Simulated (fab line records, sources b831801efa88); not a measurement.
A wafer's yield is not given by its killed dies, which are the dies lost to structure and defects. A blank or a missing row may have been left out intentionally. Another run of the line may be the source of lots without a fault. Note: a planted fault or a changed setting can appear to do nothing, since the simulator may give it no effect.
fab line records	flow sky130
record: lots: 12	wafers: 36	last_day: 50
route steps=708 shown RES_XHIGH@341 SD_N@353 LI_CONTACT@365
lots that met no fault: taken from a fault-free run of the same line
start_h: hours from the record's opening day to when the first of the lot's shown wafers began	wait_h: hours since the lot's step before	" the same as in the row above	L1.1+2: a row that stands for several wafers	- no value, or no start was given	* or withheld: withheld	< > ~ a bound
route shown NAME@n: NAME is a module with steps in the file, n the number in the route of the first one	usual: mean/standard deviation of fault-free wafers	same: alike in all rows	chamber/n: place in a boat	sites: per-site readings	_std_site: standard deviation across them	_edge_site: inner sites' mean taken away from outer sites' mean	radius_mm: for every site, how far away it sits from the centre of the wafer	mask NAME#n: copy n	behind: the most recent tool/chamber to have shaped the wafer	hold: the reason the lot was held/the length of the hold in hours/how it ended	device: transistor that didn't switch, given as n, p or np	end of line: the route-end tests of the same wafers	a step given without rows: its recipe and nothing more	killed: at the first sort, the dies lost to defects and structure; wafer yield is something else	map: the dies of a wafer, with x for killed, . for not killed, _ for no die there
set.NAME: the setting as run; set.NAME@STEP: as run at that earlier step	model.NAME: the simulator's own value behind a step, which no gauge read
a sample of lots followed through the steps of the route, with each step as a table and each wafer as a row
services: a tool's chamber out of use, with start hour (start_h, from the record's first day; less than 0 if before it), hours out, and reason
== steps ==
step: SKY_RES_XHIGH_TW_MEAS_09
usual: RES_XHIGH_TW: 1640/10
lot.wafer	tool	chamber	start_h	wait_h	RES_XHIGH_TW
L491.2	film_metro-04	-	604.25	0.1	1652
L491.4	"	-	"	"	1651
L491.6	"	-	"	"	1637
L492.3	film_metro-03	-	640.91	0.1	1618
L492.4	"	-	"	"	1627
L492.5	"	-	"	"	1626
L495.1	film_metro-02	-	646.24	0.1	1657
L495.5	"	-	"	"	1647
L495.6	"	-	"	"	1637
L494.1	film_metro-03	-	650.29	0.1	1642
L494.4	"	-	"	"	1627
L494.5	"	-	"	"	1642
L500.3	film_metro-04	-	687.71	0.1	1641
L500.4	"	-	"	"	1638
L500.6	"	-	"	"	1645
L504.1	film_metro-04	-	715.84	0.1	1639
L504.3	"	-	"	"	1639
L504.6	"	-	"	"	1648
L505.3	film_metro-04	-	728.91	0.1	1640
L505.5	"	-	"	"	1640
L505.6	"	-	"	"	1632
L507.1	film_metro-04	-	759.04	0.1	1634
L507.3	"	-	"	"	1630
L507.5	"	-	"	"	1633
L506.1	film_metro-03	-	760.74	0.1	1646
L506.2	"	-	"	"	1646
L506.4	"	-	"	"	1643
L513.1	film_metro-04	-	788.79	0.1	1629
L513.4	"	-	"	"	1631
L513.6	"	-	"	"	1641
L512.1	film_metro-04	-	790.69	0.1	1631
L512.2	"	-	"	"	1637
L512.3	"	-	"	"	1637
L514.2	film_metro-04	-	805.15	0.1	1649
L514.5	"	-	"	"	1635
L514.6	"	-	"	"	1646
step: SKY_SD_N_STRIP_11
recipe: chemistry: O2/N2	power_w: 1400	pressure_mtorr: 1500	platen_temp_c: withheld	o2_flow_sccm: 3000	n2_flow_sccm: 300	overash_fraction: 0.5
usual: drypump_motor_current_A: 5.6/0.34	oes_product_au: 0.526/0.0042	strip_time_to_endpoint_s: 22.52/0.05
lot.wafer	tool	chamber	start_h	wait_h	drypump_motor_current_A	oes_product_au	rf_hours_counter_h	strip_time_to_endpoint_s
L491.2	plasma_asher-02	0	632.85	0.1	5.6	0.526	20	22.58
L491.4	"	0	"	"	5.6	0.525	-	22.61
L491.6	"	1	"	"	5.1	0.527	-	22.56
L492.3	plasma_asher-02	1	669.22	0.1	5.1	0.530	-	22.47
L492.4	"	0	"	"	5.6	0.518	-	22.48
L492.5	"	0	"	"	5.6	0.519	-	22.50
L495.1	plasma_asher-04	0	675.35	0.1	6.3	0.526	104	22.56
L495.5	"	0	"	"	6.3	0.529	-	22.48
L495.6	"	1	"	"	5.2	0.528	-	22.50
L494.1	plasma_asher-04	1	679.16	0.1	5.2	0.534	105	22.52
L494.4	"	1	"	"	5.3	0.527	-	22.52
L494.5	"	1	"	"	5.3	0.527	-	22.49
L500.3	plasma_asher-02	1	716.37	0.1	5.1	0.523	-	22.47
L500.4	"	0	"	"	5.6	0.523	-	22.47
L500.6	"	1	"	"	5.1	0.525	-	22.49
L504.1	plasma_asher-02	1	743.34	0.1	5.1	0.530	31	22.53
L504.3	"	1	"	"	5.1	0.520	-	22.49
L504.6	"	0	"	"	5.6	0.531	-	22.54
L505.3	plasma_asher-03	0	756.48	0.1	5.9	0.526	-	22.52
L505.5	"	1	"	"	5.7	0.522	-	22.51
L505.6	"	0	"	"	5.9	0.527	-	22.52
L507.1	plasma_asher-02	0	785.34	0.1	5.6	0.532	35	22.46
L507.3	"	0	"	"	5.6	0.521	-	22.44
L507.5	"	1	"	"	5.1	0.530	-	22.46
L506.1	plasma_asher-03	0	786.99	0.1	5.9	0.523	63	22.50
L506.2	"	1	"	"	5.8	0.529	63	22.53
L506.4	"	1	"	"	5.8	0.521	-	22.52
L513.1	plasma_asher-02	1	813.35	0.1	5.1	0.524	38	22.51
L513.4	"	0	"	"	5.6	0.521	-	22.48
L513.6	"	1	"	"	5.1	0.527	-	22.49
L512.1	plasma_asher-03	1	814.80	0.1	5.8	0.532	66	22.50
L512.2	"	0	"	"	5.9	0.530	66	22.59
L512.3	"	1	"	"	5.8	0.524	-	22.58
L514.2	plasma_asher-02	1	828.69	0.1	5.1	0.516	40	22.55
L514.5	"	0	"	"	5.6	0.528	-	22.56
L514.6	"	1	"	"	5.1	0.528	-	22.55
step: SKY_LI_CONTACT_BOW_MEAS_03
recipe: mode: bow
usual: LI_CONTACT_BOW: 55/6.9
lot.wafer	tool	chamber	start_h	wait_h	LI_CONTACT_BOW[um]
L491.2	film_metro-02	-	634.09	0.2	60
L491.4	"	-	"	"	61
L491.6	"	-	"	"	53
L492.3	film_metro-04	-	670.47	0.1	57
L492.4	"	-	"	"	48
L492.5	"	-	"	"	59
L495.1	film_metro-03	-	676.64	0.1	55
L495.5	"	-	"	"	53
L495.6	"	-	"	"	63
L494.1	film_metro-02	-	680.39	0.2	46
L494.4	"	-	"	"	54
L494.5	"	-	"	"	61
L500.3	film_metro-02	-	717.60	0.3	55
L500.4	"	-	"	"	53
L500.6	"	-	"	"	50
L504.1	film_metro-04	-	744.61	0.2	42
L504.3	"	-	"	"	62
L504.6	"	-	"	"	63
L505.3	film_metro-02	-	757.72	0.3	48
L505.5	"	-	"	"	51
L505.6	"	-	"	"	53
L507.1	film_metro-03	-	786.57	0.2	50
L507.3	"	-	"	"	49
L507.5	"	-	"	"	56
L506.1	film_metro-03	-	788.22	0.2	47
L506.2	"	-	"	"	57
L506.4	"	-	"	"	60
L513.1	film_metro-03	-	814.58	0.1	46
L513.4	"	-	"	"	47
L513.6	"	-	"	"	59
L512.1	film_metro-02	-	816.02	0.2	69
L512.2	"	-	"	"	43
L512.3	"	-	"	"	57
L514.2	film_metro-02	-	829.93	0.2	47
L514.5	"	-	"	"	56
L514.6	"	-	"	"	71
step: SKY_LI_CONTACT_CVD_21
recipe: material: W	target_thk_nm: 400	time_s: 120.56	temp_c: 400	pressure_torr: 40
usual: chamber_pressure_Torr: 40.00/0.094	heater_power_w: 816/36
lot.wafer	tool	chamber	start_h	wait_h	chamber_pressure_Torr	heater_power_w	since_wet_clean_h
L491.2	cvd_w-01	0	663.11	0.0	40.12	782	759
L491.4	"	1	"	"	39.87	850	-
L491.6	"	1	"	"	39.95	853	-
L492.3	cvd_w-02	0	699.15	0.1	39.95	839	-
L492.4	"	1	"	"	39.93	792	-
L492.5	"	0	"	"	40.00	844	-
L495.1	cvd_w-01	0	705.11	0.0	39.84	763	801
L495.5	"	0	"	"	39.91	774	-
L495.6	"	1	"	"	39.94	861	-
L494.1	cvd_w-01	1	710.71	0.0	40.08	845	807
L494.4	"	0	"	"	39.98	787	-
L494.5	"	1	"	"	40.08	838	-
L500.3	cvd_w-01	1	745.88	0.1	32.85	887	-
L500.4	"	0	"	"	40.07	767	-
L500.6	"	0	"	"	39.81	770	-
L504.1	cvd_w-01	1	772.26	0.0	33.06	873	868
L504.3	"	1	"	"	32.99	850	-
L504.6	"	1	"	"	33.04	872	-
L505.3	cvd_w-02	1	784.90	0.1	39.97	810	-
L505.5	"	1	"	"	39.85	780	-
L505.6	"	0	"	"	40.15	835	-
L507.1	cvd_w-02	1	811.64	0.0	40.13	798	408
L507.3	"	1	"	"	40.04	814	-
L507.5	"	1	"	"	40.07	790	-
L506.1	cvd_w-02	1	813.22	0.0	40.12	788	409
L506.2	"	0	"	"	40.07	859	409
L506.4	"	0	"	"	40.11	835	-
L513.1	cvd_w-02	1	837.80	0.0	40.02	802	434
L513.4	"	1	"	"	40.08	813	-
L513.6	"	1	"	"	40.11	779	-
L512.1	cvd_w-02	0	839.56	0.0	40.06	852	436
L512.2	"	1	"	"	40.04	802	436
L512.3	"	0	"	"	39.85	852	-
L514.2	cvd_w-01	1	855.47	0.0	39.95	862	951
L514.5	"	1	"	"	39.93	859	-
L514.6	"	0	"	"	40.18	764	-
step: SKY_LI_CONTACT_RS_MEAS_22
recipe: thk_meas_gauge: four-point-probe	reads: W_of_LI_CONTACT_CVD_21+TiN_of_LI_CONTACT_SPUTTER_20+Ti_of_LI_CONTACT_SPUTTER_19
usual: LI_CONTACT_W_RS: 0.2838/0.0024
lot.wafer	tool	chamber	start_h	wait_h	LI_CONTACT_W_RS[ohm/sq]
L491.2	film_metro-02	-	663.25	0.1	0.2847
L491.4	"	-	"	"	0.2868
L491.6	"	-	"	"	0.2852
L492.3	film_metro-03	-	699.27	0.1	0.2845
L492.4	"	-	"	"	0.2849
L492.5	"	-	"	"	0.2806
L495.1	film_metro-04	-	705.23	0.1	0.2843
L495.5	"	-	"	"	0.2845
L495.6	"	-	"	"	0.2869
L494.1	film_metro-04	-	710.83	0.1	0.2833
L494.4	"	-	"	"	0.2837
L494.5	"	-	"	"	0.2865
L500.3	film_metro-04	-	746.00	0.1	0.3074
L500.4	"	-	"	"	0.2793
L500.6	"	-	"	"	0.2789
L504.1	film_metro-03	-	772.38	0.1	0.3151
L504.3	"	-	"	"	0.3107
L504.6	"	-	"	"	0.3130
L505.3	film_metro-04	-	785.02	0.1	0.2813
L505.5	"	-	"	"	0.2879
L505.6	"	-	"	"	0.2853
L507.1	film_metro-03	-	811.77	0.1	0.2861
L507.3	"	-	"	"	0.2813
L507.5	"	-	"	"	0.2844
L506.1	film_metro-04	-	813.35	0.1	0.2838
L506.2	"	-	"	"	0.2863
L506.4	"	-	"	"	0.2833
L513.1	film_metro-02	-	837.93	0.1	0.2849
L513.4	"	-	"	"	0.2892
L513.6	"	-	"	"	0.2870
L512.1	film_metro-03	-	839.68	0.1	0.2800
L512.2	"	-	"	"	0.2879
L512.3	"	-	"	"	0.2818
L514.2	film_metro-04	-	855.61	0.1	0.2853
L514.5	"	-	"	"	0.2808
L514.6	"	-	"	"	0.2826
step: SKY_LI_CONTACT_THK_MEAS_23
recipe: thk_meas_gauge: xrf	reads: W_of_LI_CONTACT_CVD_21
usual: LI_CONTACT_W_THK: 403/4.9
lot.wafer	tool	chamber	start_h	wait_h	LI_CONTACT_W_THK[nm]
L491.2	film_metro-02	-	663.36	0.1	398
L491.4	"	-	"	"	395
L491.6	"	-	"	"	394
L492.3	film_metro-03	-	699.37	0.1	404
L492.4	"	-	"	"	403
L492.5	"	-	"	"	408
L495.1	film_metro-04	-	705.35	0.1	409
L495.5	"	-	"	"	404
L495.6	"	-	"	"	402
L494.1	film_metro-04	-	710.95	0.1	407
L494.4	"	-	"	"	406
L494.5	"	-	"	"	402
L500.3	film_metro-04	-	746.10	0.1	370
L500.4	"	-	"	"	406
L500.6	"	-	"	"	407
L504.1	film_metro-03	-	772.50	0.1	363
L504.3	"	-	"	"	367
L504.6	"	-	"	"	368
L505.3	film_metro-04	-	785.12	0.1	402
L505.5	"	-	"	"	397
L505.6	"	-	"	"	397
L507.1	film_metro-03	-	811.89	0.1	407
L507.3	"	-	"	"	411
L507.5	"	-	"	"	412
L506.1	film_metro-04	-	813.47	0.1	402
L506.2	"	-	"	"	400
L506.4	"	-	"	"	403
L513.1	film_metro-02	-	838.05	0.1	398
L513.4	"	-	"	"	392
L513.6	"	-	"	"	395
L512.1	film_metro-03	-	839.80	0.1	410
L512.2	"	-	"	"	400
L512.3	"	-	"	"	406
L514.2	film_metro-04	-	855.72	0.1	398
L514.5	"	-	"	"	403
L514.6	"	-	"	"	400
== services ==
tool	chamber	start_h	hours	kind
cvd_w-02	1	637.71	8.9	repair
cvd_w-01	-	648.22	6.9	pm
plasma_asher-03	-	667.76	11.0	repair
cvd_w-02	-	707.82	6.9	pm
plasma_asher-03	-	721.92	3.1	repair
plasma_asher-04	-	733.75	9.0	pm
plasma_asher-04	0	733.75	9.0	vent_cycle
plasma_asher-04	1	733.75	9.0	vent_cycle
cvd_w-02	0	739.03	4.9	repair
plasma_asher-04	0	742.75	-	clean
plasma_asher-04	1	742.75	-	clean
plasma_asher-04	-	751.25	2.8	pm
plasma_asher-04	-	754.61	2.3	repair
plasma_asher-02	-	767.70	2.8	pm
cvd_w-01	0	773.72	6.2	repair
cvd_w-01	1	847.96	4.4	repair
== key ==
first_sign: step: SKY_LI_CONTACT_CVD_21	reading: chamber_pressure_Torr	direction: down	sigmas: 75	usual: 40.00	struck: 32.98
effect: step: SKY_LI_CONTACT_RS_MEAS_22	reading: LI_CONTACT_W_RS	direction: up	sigmas: 12	usual: 0.2838	struck: 0.3116
effect: step: SKY_LI_CONTACT_THK_MEAS_23	reading: LI_CONTACT_W_THK	direction: down	sigmas: 7.4	usual: 403	struck: 367
met_at SKY_LI_CONTACT_CVD_21
struck_lots L500,L504
struck_wafers L500.3,L504.1,L504.3,L504.6
tester_left_out L500,L504
not_acting_at SKY_RES_XHIGH_TW_MEAS_09,SKY_SD_N_STRIP_11,SKY_LI_CONTACT_BOW_MEAS_03
onset_between 710.71 745.88
fault: kind: process_parameter_drift	tool: cvd_w-01	chamber: 1	onset_h: 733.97	steps: SKY_LI_CONTACT_CVD_21	channel: pressure_torr	offset: -7.0503	shape: step	end_h: 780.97	acts_in: these_recipes_only	stated: 40
tester_left_out: of these lots the tester's yield and bins aren't shown, on N5 and GAA mostly nor the transistor test; their killed dies are dies lost to structure and defects alone, not to doping, threshold or leakage, so they don't give the yield
